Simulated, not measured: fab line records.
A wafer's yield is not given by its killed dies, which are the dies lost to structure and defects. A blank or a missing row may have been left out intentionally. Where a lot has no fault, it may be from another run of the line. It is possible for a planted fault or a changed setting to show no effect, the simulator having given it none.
fab line records | flow gf180mcu | part 1 of 2: steps 1 to 27 of 35
record lots=5 wafers=15 lastDay=34
route steps=602 shown M3@417 V3@429
lots with no fault: from the same line, run without faults
startH: hours from the record's first day to the start of the lot's first wafer shown | waitH: hours elapsed since this lot's preceding step | " repeats the value in the row above | L1.1+2: several wafers, shown together as one row | - no value present, or no start provided | * or withheld: withheld | < > ~ a bound
route shown NAME@n: names a module that has steps shown in the file, with the first one's number in the route | usual: mean and standard deviation over wafers with no fault | same: alike in all rows | chamber/n: place in a boat | sites: each site's reading | _std_site: how widely they spread, as a standard deviation | _edge_site: mean of outer sites minus mean of inner sites | radiusMm: for every site, how far away it sits from the centre of the wafer | mask NAME#n: copy n | behind: the most recent tool/chamber to have shaped the wafer | hold: what put the lot on hold/how long, in hours/how the hold closed | device: whichever transistor did not switch (one of n, p or np) | end of line: the tests these same wafers got at the end of their route | a step with no rows: only its recipe | killed: not the wafer's yield, but the dies lost to structure and defects at the first sort | map: shows each die of a wafer: x if killed, . if not, _ if none is there
set.NAME: the setting the step ran with; set.NAME@STEP: the setting that earlier step ran with | model.NAME: the simulator's own value behind a step, which no gauge read
certain route steps with their lots: each step a table, each wafer a row
services: when a tool's chamber went out of use (startH, in hours from the record's first day, below 0 if earlier), for how many hours, and the reason
## steps
# step GF_M3_HMDS_08
# recipe primeTimeS=60 primeTempC=120
# usual resistLineTempC=23.01/0.1
# columns lot.wafer tool chamber startH waitH resistLineTempC
L075.4 lithoTrack-02 0 481.47 0.1 22.92
L075.5 " 0 " " 23.01
L075.6 " 0 " " 23.03
L077.2 lithoTrack-04 0 501.85 0.1 23.11
L077.5 " 0 " " 23.01
L077.6 " 0 " " 22.99
L084.1 lithoTrack-04 0 563.77 0.1 23.02
L084.3 " 0 " " 23.08
L084.6 " 0 " " 23.08
L092.4 lithoTrack-01 0 621.88 0.1 23.05
L092.5 " 0 " " 22.99
L092.6 " 0 " " 22.88
L095.1 lithoTrack-04 0 646.77 0.1 22.87
L095.2 " 0 " " 22.91
L095.5 " 0 " " 22.94
# step GF_M3_COAT_09
# recipe resist=KrF spinRpm=withheld resistThkNm=990.7
# usual dispensePressureKPa=52/4.5 resistLineTempC=23.00/0.1
# columns lot.wafer tool chamber startH waitH dispensePressureKPa resistLineTempC
L075.4 lithoTrack-02 0 481.62 0.1 59 22.88
L075.5 " 0 " " 59 23.00
L075.6 " 0 " " 59 22.95
L077.2 lithoTrack-04 0 502.00 0.1 48 22.97
L077.5 " 0 " " 48 23.07
L077.6 " 0 " " 48 23.02
L084.1 lithoTrack-04 0 563.92 0.1 48 23.10
L084.3 " 0 " " 48 23.12
L084.6 " 0 " " 48 23.04
L092.4 lithoTrack-01 0 622.03 0.1 53 22.89
L092.5 " 0 " " 53 23.09
L092.6 " 0 " " 53 22.88
L095.1 lithoTrack-04 0 646.92 0.1 48 23.03
L095.2 " 0 " " 48 23.01
L095.5 " 0 " " 48 22.92
# step GF_M3_SOFTBAKE_10
# recipe tempC=130 timeS=60 resist=KrF
# usual resistLineTempC=23.00/0.12
# columns lot.wafer tool chamber startH waitH resistLineTempC
L075.4 lithoTrack-02 0 481.77 0.1 23.19
L075.5 " 0 " " 22.97
L075.6 " 0 " " 22.98
L077.2 lithoTrack-04 0 502.15 0.1 22.86
L077.5 " 0 " " 22.95
L077.6 " 0 " " 22.82
L084.1 lithoTrack-04 0 564.07 0.1 22.86
L084.3 " 0 " " 22.94
L084.6 " 0 " " 23.05
L092.4 lithoTrack-01 0 622.18 0.1 23.22
L092.5 " 0 " " 23.26
L092.6 " 0 " " 23.38
L095.1 lithoTrack-04 0 647.07 0.1 23.10
L095.2 " 0 " " 22.98
L095.5 " 0 " " 23.00
# step GF_M3_EXPOSE_11
# recipe maskId=Metal3 targetCdNm=280 na=0.68 sourceShape=conventional sigmaOuter=0.6 doseMj=28
# same na=0.68 sigmaOuter=0.6
# columns lot.wafer tool chamber startH waitH mask
L075.4+5+6 krfScanner-02 0 - - Metal3#0
L077.2+5+6 krfScanner-01 0 - - Metal3#0
L084.1+3+6 krfScanner-02 0 - - Metal3#0
L092.4+5+6 krfScanner-02 0 - - Metal3#0
L095.1+2+5 krfScanner-02 0 - - Metal3#0
# step GF_M3_PEB_12
# recipe pebTempC=135 pebTimeS=90 resist=KrF
# usual resistLineTempC=23.00/0.11
# columns lot.wafer tool chamber startH waitH resistLineTempC
L075.4 lithoTrack-01 0 - - 22.93
L075.5 " 0 " " 22.96
L075.6 " 0 " " 22.97
L077.2 lithoTrack-02 0 - - 22.97
L077.5 " 0 " " 23.06
L077.6 " 0 " " 22.85
L084.1 lithoTrack-04 0 - - 22.97
L084.3 " 0 " " 22.83
L084.6 " 0 " " 23.00
L092.4 lithoTrack-04 0 - - 23.31
L092.5 " 0 " " 23.12
L092.6 " 0 " " 23.24
L095.1 lithoTrack-01 0 - - 23.16
L095.2 " 0 " " 23.03
L095.5 " 0 " " 22.93
# step GF_M3_DEVELOP_13
# recipe developTimeS=60 devTempC=21
# usual resistLineTempC=22.99/0.088
# columns lot.wafer tool chamber startH waitH resistLineTempC
L075.4 lithoTrack-01 0 493.39 0.1 22.92
L075.5 " 0 " " 22.76
L075.6 " 0 " " 23.03
L077.2 lithoTrack-02 0 512.82 0.2 23.00
L077.5 " 0 " " 22.95
L077.6 " 0 " " 23.02
L084.1 lithoTrack-04 0 575.37 0.2 23.15
L084.3 " 0 " " 22.95
L084.6 " 0 " " 23.07
L092.4 lithoTrack-04 0 631.80 0.1 23.10
L092.5 " 0 " " 22.82
L092.6 " 0 " " 22.93
L095.1 lithoTrack-01 0 656.21 0.2 23.05
L095.2 " 0 " " 22.92
L095.5 " 0 " " 23.04
# step GF_M3_CD_MEAS_14
# recipe targetCdNm=280
# usual cdNm=280.2/1.2
# columns lot.wafer tool chamber startH waitH cdNm
L075.4 cdSem-02 - 493.52 0.1 280.1
L075.5 " - " " 280.1
L075.6 " - " " 280.2
L077.2 cdSem-01 - 512.97 0.1 282.0
L077.5 " - " " 281.7
L077.6 " - " " 280.2
L084.1 cdSem-01 - 575.52 0.1 280.4
L084.3 " - " " 281.5
L084.6 " - " " 280.2
L092.4 cdSem-02 - 631.93 0.1 281.3
L092.5 " - " " 281.3
L092.6 " - " " 281.0
L095.1 cdSem-02 - 656.36 0.1 279.3
L095.2 " - " " 279.5
L095.5 " - " " 279.1
# step GF_M3_OVL_MEAS_15
# usual M3_OVL=-3/5.8
# columns lot.wafer tool chamber startH waitH M3_OVL[nm]
L075.4 overlay-01 - 493.60 0.1 -10
L075.5 " - " " -2
L075.6 " - " " -10
L077.2 overlay-02 - 513.07 0.1 1
L077.5 " - " " 1
L077.6 " - " " 3
L084.1 overlay-01 - 575.64 0.1 -5
L084.3 " - " " -2
L084.6 " - " " 2
L092.4 overlay-01 - 632.01 0.1 -7
L092.5 " - " " -7
L092.6 " - " " -5
L095.1 overlay-01 - 656.48 0.1 3
L095.2 " - " " 1
L095.5 " - " " 5
# step GF_M3_METAL_ETCH_16
# recipe chemistry=Cl2/BCl3 maskMaterial=KrF targetDepthNm=627.5 stopOn=SiO2 pressureMtorr=8 icpW=800 biasW=140 Cl2_flow_sccm=80 bcl3FlowSccm=40 timeS=104.6
# usual bcl3FlowSccm=39.98/0.11 chamberPressureMTorr=8.000/0.0073 drypumpMotorCurrentA=5.9/0.45 heBacksideLeakSccm=3.45/0.29 oesProductAu=0.970/0.0075 throttleValvePct=28.252/0.011
# columns lot.wafer tool chamber startH waitH bcl3FlowSccm chamberPressureMTorr drypumpMotorCurrentA heBacksideLeakSccm oesProductAu rfHoursCounterH throttleValvePct
L075.4 rieMetal-01 0 493.65 0.0 40.05 8.007 6.4 3.70 0.963 - 28.256
L075.5 " 0 " " 39.99 8.001 6.4 3.60 0.968 - 28.255
L075.6 " 1 " " 40.11 7.992 6.1 3.47 0.977 - 28.237
L077.2 rieMetal-01 1 513.10 0.0 39.87 8.003 6.1 3.20 0.972 10.3 28.249
L077.5 " 0 " " 39.77 8.001 6.4 3.44 0.963 - 28.248
L077.6 " 1 " " 39.97 7.991 6.1 3.35 0.974 - 28.254
L084.1 rieMetal-03 0 575.68 0.0 39.98 7.990 6.0 3.61 0.982 10.5 28.239
L084.3 " 1 " " 40.00 7.998 5.8 3.19 0.985 - 28.232
L084.6 " 1 " " 40.17 8.006 5.7 3.15 0.976 - 28.250
L092.4 rieMetal-02 0 632.06 0.0 39.92 8.006 5.3 3.42 0.981 - 28.241
L092.5 " 1 " " 40.01 7.998 5.0 3.41 0.973 - 28.234
L092.6 " 0 " " 39.90 8.012 5.3 3.85 0.961 - 28.248
L095.1 rieMetal-01 0 656.51 0.0 39.98 7.999 6.3 3.56 0.961 14.0 28.261
L095.2 " 0 " " 39.85 8.002 6.4 3.60 0.966 - 28.264
L095.5 " 0 " " 40.02 7.992 6.3 3.70 0.970 - 28.249
# step GF_M3_STRIP_17
# recipe chemistry=O2/N2 powerW=1400 pressureMtorr=1500 platenTempC=250 o2FlowSccm=3000 n2FlowSccm=300 overashFraction=0.5
# usual chamberPressureMTorr=1500.1/1.3 drypumpMotorCurrentA=5.6/0.49 heaterPowerW=330/29 oesProductAu=0.555/0.005 stripTimeToEndpointS=7.80/0.055
# columns lot.wafer tool chamber startH waitH chamberPressureMTorr drypumpMotorCurrentA heaterPowerW oesProductAu rfHoursCounterH stripTimeToEndpointS
L075.4 plasmaAsher-03 0 493.76 0.1 1500.2 5.6 326 0.561 - 7.88
L075.5 " 1 " " 1500.1 4.9 291 0.556 - 7.87
L075.6 " 0 " " 1500.7 5.6 314 0.558 - 7.77
L077.2 plasmaAsher-03 0 513.22 0.1 1500.8 5.6 325 0.560 46 7.85
L077.5 " 0 " " 1501.4 5.6 332 0.559 - 7.87
L077.6 " 1 " " 1499.9 4.9 294 0.564 - 7.86
L084.1 plasmaAsher-03 1 575.79 0.1 1500.0 4.9 293 0.552 51 7.75
L084.3 " 1 " " 1498.6 4.9 290 0.555 - 7.74
L084.6 " 1 " " 1502.0 4.9 292 0.557 - 7.74
L092.4 plasmaAsher-01 0 632.17 0.1 1499.9 6.4 352 0.551 - 7.75
L092.5 " 0 " " 1498.8 6.4 345 0.556 - 7.80
L092.6 " 1 " " 1497.6 5.5 316 0.559 - 7.72
L095.1 plasmaAsher-03 1 656.74 0.2 1500.0 4.9 295 0.562 60 7.87
L095.2 " 0 " " 1500.5 5.7 320 0.552 60 7.86
L095.5 " 0 " " 1502.7 5.7 321 0.555 - 7.83
# step GF_M3_STRIP_18
# recipe chemistry=postEtchResidueRemover timeS=1200 tempC=72.5
# columns lot.wafer tool chamber startH waitH
L075.4+5+6 wetBench-03 3 493.83 0.0
L077.2+5+6 wetBench-04 2 513.32 0.1
L084.1+3+6 wetBench-02 1 575.89 0.1
L092.4+5+6 wetBench-03 2 632.24 0.0
L095.1+2+5 wetBench-04 1 656.84 0.1
# step GF_M3_CLEAN_19
# recipe chemistry=DIW dry=n2Spin
# columns lot.wafer tool chamber startH waitH
L075.4+5+6 wetBench-04 3 494.17 0.0
L077.2+5+6 wetBench-02 3 513.66 0.0
L084.1+3+6 wetBench-04 0 576.26 0.0
L092.4+5+6 wetBench-04 3 632.58 0.0
L095.1+2+5 wetBench-03 3 657.21 0.0
# step GF_V3_CVD_00
# recipe material=SiO2 targetThkNm=600 sigmaOpenFrac=0.3 tempC=400 timeS=100 sih4FlowSccm=60 pressureMtorr=6
# columns lot.wafer tool chamber startH waitH
L075.4+5+6 hdpcvd-02 0,1,2 494.39 0.0
L077.2+5+6 hdpcvd-01 1,0,1 513.75 0.0
L084.1+3+6 hdpcvd-01 1,0,2 576.37 0.0
L092.4+5+6 hdpcvd-02 2,1,0 632.71 0.0
L095.1+2+5 hdpcvd-02 0,1,2 657.30 0.0
# step GF_V3_THK_MEAS_01
# recipe reads=SiO2_of_V3_CVD_00
# usual V3_CVD_00_THK=598/6.5
# columns lot.wafer tool chamber startH waitH V3_CVD_00_THK[nm]
L075.4 filmMetro-01 - 494.46 0.0 598
L075.5 " - " " 602
L075.6 " - " " 611
L077.2 filmMetro-01 - 513.83 0.0 601
L077.5 " - " " 616
L077.6 " - " " 606
L084.1 filmMetro-01 - 576.44 0.0 590
L084.3 " - " " 596
L084.6 " - " " 587
L092.4 filmMetro-02 - 632.77 0.0 600
L092.5 " - " " 605
L092.6 " - " " 603
L095.1 filmMetro-01 - 657.38 0.0 597
L095.2 " - " " 585
L095.5 " - " " 594
# step GF_V3_CVD_02
# recipe material=SiO2 targetThkNm=850 precursor=TEOS tempC=400 timeS=94.851 rfW=600
# usual heaterPowerW=676/87
# columns lot.wafer tool chamber startH waitH heaterPowerW
L075.4 pecvd-01 2 494.52 0.1 773
L075.5 " 1 " " 660
L075.6 " 0 " " 720
L077.2 pecvd-02 0 513.88 0.0 578
L077.5 " 0 " " 614
L077.6 " 2 " " 764
L084.1 pecvd-04 2 576.50 0.1 645
L084.3 " 0 " " 589
L084.6 " 2 " " 507
L092.4 pecvd-01 0 632.84 0.1 621
L092.5 " 2 " " 840
L092.6 " 1 " " 704
L095.1 pecvd-02 1 657.44 0.1 768
L095.2 " 2 " " 751
L095.5 " 1 " " 605
# step GF_V3_THK_MEAS_03
# recipe reads=SiO2_of_V3_CVD_02
# usual V3_CVD_02_THK=851/12
# columns lot.wafer tool chamber startH waitH V3_CVD_02_THK[nm]
L075.4 filmMetro-04 - 494.59 0.0 866
L075.5 " - " " 853
L075.6 " - " " 864
L077.2 filmMetro-02 - 513.96 0.0 847
L077.5 " - " " 855
L077.6 " - " " 853
L084.1 filmMetro-04 - 576.57 0.0 843
L084.3 " - " " 840
L084.6 " - " " 834
L092.4 filmMetro-01 - 632.90 0.0 859
L092.5 " - " " 860
L092.6 " - " " 851
L095.1 filmMetro-02 - 657.51 0.0 848
L095.2 " - " " 836
L095.5 " - " " 858
# step GF_V3_CMP_04
# recipe material=SiO2 downForcePsi=4 platenRpm=60 padVelocityMS=0.94248
# usual motorCurrentA=12.3/2.1 timeToEndpointS=83/5.4
# columns lot.wafer tool chamber startH waitH motorCurrentA timeToEndpointS
L075.4 cmp-01 1 494.62 0.0 10.3 85
L075.6 " 1 " " 10.2 84
L075.5 " 2 " " 10.0 80
L077.2 cmp-01 2 514.19 0.2 9.8 76
L077.5 " 3 " " 10.7 83
L077.6 " 0 " " 11.9 80
L084.3 cmp-01 0 576.73 0.1 12.6 77
L084.1 " 1 " " 10.2 86
L084.6 " 2 " " 9.7 79
L092.4 cmp-01 1 632.93 0.0 11.2 89
L092.6 " 1 " " 10.5 86
L092.5 " 2 " " 9.9 87
L095.2 cmp-02 1 657.57 0.0 12.8 83
L095.1 " 2 " " 11.7 82
L095.5 " 1 " " 12.9 94
# step GF_V3_BOW_MEAS_05
# recipe mode=bow
# usual V3_BOW=118/9.1
# columns lot.wafer tool chamber startH waitH V3_BOW[um]
L075.4 filmMetro-04 - 494.98 0.3 99
L075.5 " - " " 108
L075.6 " - " " 94
L077.2 filmMetro-01 - 514.36 0.1 126
L077.5 " - " " 123
L077.6 " - " " 108
L084.1 filmMetro-01 - 576.93 0.1 127
L084.3 " - " " 123
L084.6 " - " " 121
L092.4 filmMetro-02 - 633.29 0.3 140
L092.5 " - " " 125
L092.6 " - " " 134
L095.1 filmMetro-04 - 657.87 0.2 129
L095.2 " - " " 136
L095.5 " - " " 115
# step GF_V3_DEHYDRATE_06
# recipe tempC=200 timeS=60
# usual resistLineTempC=22.98/0.11
# columns lot.wafer tool chamber startH waitH resistLineTempC
L075.4 lithoTrack-03 0 506.49 11.5 22.79
L075.5 " 0 " " 22.94
L075.6 " 0 " " 22.75
L077.2 lithoTrack-01 0 525.99 11.6 22.87
L077.5 " 0 " " 22.88
L077.6 " 0 " " 22.82
L084.1 lithoTrack-01 0 587.06 10.1 23.04
L084.3 " 0 " " 22.92
L084.6 " 0 " " 23.10
L092.4 lithoTrack-02 0 642.92 9.6 22.96
L092.5 " 0 " " 22.85
L092.6 " 0 " " 22.93
L095.1 lithoTrack-01 0 667.11 9.2 23.02
L095.2 " 0 " " 22.89
L095.5 " 0 " " 23.06
# step GF_V3_HMDS_07
# recipe primeTimeS=60 primeTempC=120
# usual resistLineTempC=22.98/0.1
# columns lot.wafer tool chamber startH waitH resistLineTempC
L075.4 lithoTrack-03 0 506.64 0.1 22.96
L075.5 " 0 " " 23.00
L075.6 " 0 " " 22.89
L077.2 lithoTrack-01 0 526.14 0.1 23.00
L077.5 " 0 " " 23.05
L077.6 " 0 " " 23.18
L084.1 lithoTrack-01 0 587.21 0.1 23.17
L084.3 " 0 " " 23.07
L084.6 " 0 " " 23.09
L092.4 lithoTrack-02 0 643.07 0.1 22.95
L092.5 " 0 " " 23.16
L092.6 " 0 " " 22.90
L095.1 lithoTrack-01 0 667.26 0.1 22.96
L095.2 " 0 " " 23.06
L095.5 " 0 " " 22.92
# step GF_V3_COAT_08
# recipe resist=BARC tempC=withheld timeS=withheld spinRpm=withheld resistThkNm=withheld
# usual dispensePressureKPa=55/3.4 resistLineTempC=*
# columns lot.wafer tool chamber startH waitH dispensePressureKPa resistLineTempC
L075.4 lithoTrack-03 0 506.79 0.1 48 *
L075.5 " 0 " " 48 *
L075.6 " 0 " " 48 *
L077.2 lithoTrack-01 0 526.29 0.1 53 *
L077.5 " 0 " " 53 *
L077.6 " 0 " " 53 *
L084.1 lithoTrack-01 0 587.36 0.1 53 *
L084.3 " 0 " " 53 *
L084.6 " 0 " " 53 *
L092.4 lithoTrack-02 0 643.22 0.1 59 *
L092.5 " 0 " " 59 *
L092.6 " 0 " " 59 *
L095.1 lithoTrack-01 0 667.41 0.1 53 *
L095.2 " 0 " " 53 *
L095.5 " 0 " " 53 *
# step GF_V3_COAT_09
# recipe resist=KrF spinRpm=withheld resistThkNm=1000
# usual dispensePressureKPa=55/3.4 resistLineTempC=22.99/0.11
# columns lot.wafer tool chamber startH waitH dispensePressureKPa resistLineTempC
L075.4 lithoTrack-03 0 - - 48 22.95
L075.5 " 0 " " 48 23.14
L075.6 " 0 " " 48 23.02
L077.2 lithoTrack-01 0 - - 53 23.05
L077.5 " 0 " " 53 22.97
L077.6 " 0 " " 53 22.96
L084.1 lithoTrack-01 0 - - 53 23.03
L084.3 " 0 " " 53 23.14
L084.6 " 0 " " 53 23.08
L092.4 lithoTrack-02 0 - - 59 22.96
L092.5 " 0 " " 59 22.80
L092.6 " 0 " " 59 23.04
L095.1 lithoTrack-01 0 - - 53 23.01
L095.2 " 0 " " 53 22.83
L095.5 " 0 " " 53 22.84
# step GF_V3_SOFTBAKE_10
# recipe tempC=130 timeS=60 resist=KrF
# usual resistLineTempC=22.99/0.12
# columns lot.wafer tool chamber startH waitH resistLineTempC
L075.4 lithoTrack-03 0 - - 23.17
L075.5 " 0 " " 23.11
L075.6 " 0 " " 23.16
L077.2 lithoTrack-01 0 - - 22.84
L077.5 " 0 " " 22.99
L077.6 " 0 " " 22.94
L084.1 lithoTrack-01 0 - - 23.24
L084.3 " 0 " " 23.02
L084.6 " 0 " " 23.05
L092.4 lithoTrack-02 0 - - 22.93
L092.5 " 0 " " 22.75
L092.6 " 0 " " 22.87
L095.1 lithoTrack-01 0 - - 22.94
L095.2 " 0 " " 22.89
L095.5 " 0 " " 22.88
# step GF_V3_EXPOSE_11
# recipe maskId=Via3 targetCdNm=260 na=0.68 sourceShape=conventional sigmaOuter=0.6 doseMj=38
# same na=0.68 sigmaOuter=0.6
# columns lot.wafer tool chamber startH waitH mask
L075.4+5+6 krfScanner-01 0 - - Via3#0
L077.2+5+6 krfScanner-02 0 - - Via3#0
L084.1+3+6 krfScanner-02 0 - - Via3#0
L092.4+5+6 krfScanner-02 0 - - Via3#0
L095.1+2+5 krfScanner-02 0 - - Via3#0
# step GF_V3_PEB_12
# recipe pebTempC=135 pebTimeS=90 resist=KrF
# usual resistLineTempC=23.00/0.09
# columns lot.wafer tool chamber startH waitH resistLineTempC
L075.4 lithoTrack-01 0 - - 23.04
L075.5 " 0 " " 22.95
L075.6 " 0 " " 23.02
L077.2 lithoTrack-03 0 - - 23.00
L077.5 " 0 " " 22.88
L077.6 " 0 " " 23.05
L084.1 lithoTrack-02 0 - - 23.02
L084.3 " 0 " " 23.07
L084.6 " 0 " " 22.89
L092.4 lithoTrack-02 0 - - 23.01
L092.5 " 0 " " 22.93
L092.6 " 0 " " 22.90
L095.1 lithoTrack-03 0 - - 22.82
L095.2 " 0 " " 22.93
L095.5 " 0 " " 22.91
# step GF_V3_DEVELOP_13
# recipe developTimeS=60 resist=KrF devTempC=21
# usual resistLineTempC=22.99/0.1
# columns lot.wafer tool chamber startH waitH resistLineTempC
L075.4 lithoTrack-01 0 518.49 0.1 22.96
L075.5 " 0 " " 22.95
L075.6 " 0 " " 22.76
L077.2 lithoTrack-03 0 537.69 0.2 23.15
L077.5 " 0 " " 23.10
L077.6 " 0 " " 23.01
L084.1 lithoTrack-02 0 598.40 0.2 22.98
L084.3 " 0 " " 22.92
L084.6 " 0 " " 23.03
L092.4 lithoTrack-02 0 653.37 0.1 22.87
L092.5 " 0 " " 23.01
L092.6 " 0 " " 23.18
L095.1 lithoTrack-03 0 676.92 0.2 23.01
L095.2 " 0 " " 23.04
L095.5 " 0 " " 23.10
# step GF_V3_CD_MEAS_14
# recipe targetCdNm=260
# usual cdNm=260.1/1.2
# columns lot.wafer tool chamber startH waitH cdNm
L075.4 cdSem-02 - 518.62 0.1 260.1
L075.5 " - " " 260.6
L075.6 " - " " 260.8
L077.2 cdSem-02 - 537.84 0.1 257.9
L077.5 " - " " 259.4
L077.6 " - " " 260.7
L084.1 cdSem-02 - 598.55 0.1 260.9
L084.3 " - " " 260.5
L084.6 " - " " 260.9
L092.4 cdSem-01 - 653.51 0.1 260.8
L092.5 " - " " 260.4
L092.6 " - " " 260.7
L095.1 cdSem-01 - 677.07 0.1 258.8
L095.2 " - " " 258.2
L095.5 " - " " 258.1
